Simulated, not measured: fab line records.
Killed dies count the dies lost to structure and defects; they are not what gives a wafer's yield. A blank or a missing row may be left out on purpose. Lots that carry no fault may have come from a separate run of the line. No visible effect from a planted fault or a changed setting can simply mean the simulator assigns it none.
Matching of chambers | flow gf180mcu | rieDiel-04 running GF_V5_ETCH_16: 3 sister chambers
The step etches BARC in N2/H2. 6 wafers are shown with their chamber, then 6 later ones without.

## WAFERS WITH THEIR CHAMBER
wafer  | chamber | oesProductAu (a.u.) | throttleValvePct (%)
L620.6 | 2       | 0.856               | 13.223
L622.2 | 0       | 0.851               | 13.229
L622.3 | 1       | 0.848               | 13.227
L622.4 | 0       | 0.857               | 13.236
L632.3 | 2       | 0.852               | 13.223
L632.5 | 1       | 0.848               | 13.218

## WAFERS WHOSE CHAMBER IS MISSING
wafer  | oesProductAu (a.u.) | throttleValvePct (%)
L632.6 | 0.858               | 13.222
L631.2 | 0.852               | 13.236
L631.5 | 0.847               | 13.221
L631.6 | 0.848               | 13.216
L634.1 | 0.853               | 13.226
L634.3 | 0.855               | 13.215

## WHICH CHAMBER EACH ONE RAN IN
wafer  | from the rows above          | in truth
L632.6 | can't be placed: 2 or 0      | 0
L631.2 | can't be placed: 0 or 2      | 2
L631.5 | can't be placed: 1 or 2      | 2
L631.6 | can't be placed: 1 or 2      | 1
L634.1 | can't be placed: 2 or 0 or 1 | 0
L634.3 | can't be placed: 2 or 1      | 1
Correct placement for 0 of the 6. Can't be placed from these rows: 6 (the true chamber is among the candidates in 6). Wrongly placed: 0.
How it was worked out, from the rows above alone: a wafer's distance from a chamber is the root of the sum, over the readings, of the square of ((its reading less the chamber's mean) divided by the reading's scatter). The wafer belongs to the nearest chamber; if the next one is less than 2 further off, it can't be placed. The mean given for a chamber averages the wafers shown for that chamber. The scatter: the root of (the sum of the squares of (reading less its chamber's mean) over the shown wafers, divided by (wafers less chambers)).
